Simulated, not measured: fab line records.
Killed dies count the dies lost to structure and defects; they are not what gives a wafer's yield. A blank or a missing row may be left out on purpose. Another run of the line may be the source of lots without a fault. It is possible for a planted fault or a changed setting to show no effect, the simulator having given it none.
Which of the tools did it? ; flow gf180mcu ; 45 wafers sampled from 15 lots at 1 step of a route of 602

## WHAT THE GAUGES SHOWED, per wafer
GF_HV_LDD_OVL_MEAS_47. Usual: HV_LDD_03_OVL gives 0.4 nm (standard deviation 1.4).
lot;measured;on;HV_LDD_03_OVL (nm);flag
L488;day 12 11:31;overlay-01;2.4 2.9 1.8;
L490;day 12 23:29;overlay-02;1.6 0.0 1.0;
L491;day 13 14:46;overlay-01;2.9 1.4 2.4;
L492;day 13 15:29;overlay-01;2.8 1.2 1.7;
L494;day 14 13:37;overlay-01;0.8 -0.6 0.8;
L496;day 15 00:50;overlay-02;-0.9 -2.5 -1.6;
L495;day 15 01:28;overlay-02;3.0 2.9 1.9;
L497;day 15 10:23;overlay-02;-2.8 -2.3 -1.8;
L502;day 16 23:31;overlay-02;0.0 1.1 -0.2;
L503;day 17 09:58;overlay-02;-0.6 -0.2 0.4;
L504;day 17 13:16;overlay-02;-0.3 -1.0 -1.7;
L505;day 18 00:22;overlay-02;0.3 0.0 -0.3;
L506;day 18 06:40;overlay-01;0.2 -0.7 1.0;
L508;day 18 20:47;overlay-01;0.1 0.6 1.2;
L511;day 20 03:10;overlay-01;-0.4 -0.4 1.0;

## TOOL THAT RAN EACH LOT (tool first, then ch and the chambers of the sampled wafers, then the start)
Record: no process step prior to these readings.

## WHAT THE TOOLS THEMSELVES READ (means of the sampled wafers that have a number; where no wafer has one, the mark that the record gives instead)
The record holds no such reading with a usual standard deviation.

## THE ANSWER, worked out from the rows above alone
Rule: lot off if the mean of its wafers having a number is beyond 3 standard deviations from the usual mean. Also off: a lot with no number at a reading for which 4 or more lots have one. The other lots that the step has rows for count as sound. First the gauges in route order, then the tools' own readings, where a lot's mean is used as printed above. At the first step where some lot is off, the reading lying furthest off is the one used; lots without a number count as furthest.
No lot is off on any of the readings shown, so nothing can be concluded from this.

## WHAT THE SIMULATOR HAD INSERTED
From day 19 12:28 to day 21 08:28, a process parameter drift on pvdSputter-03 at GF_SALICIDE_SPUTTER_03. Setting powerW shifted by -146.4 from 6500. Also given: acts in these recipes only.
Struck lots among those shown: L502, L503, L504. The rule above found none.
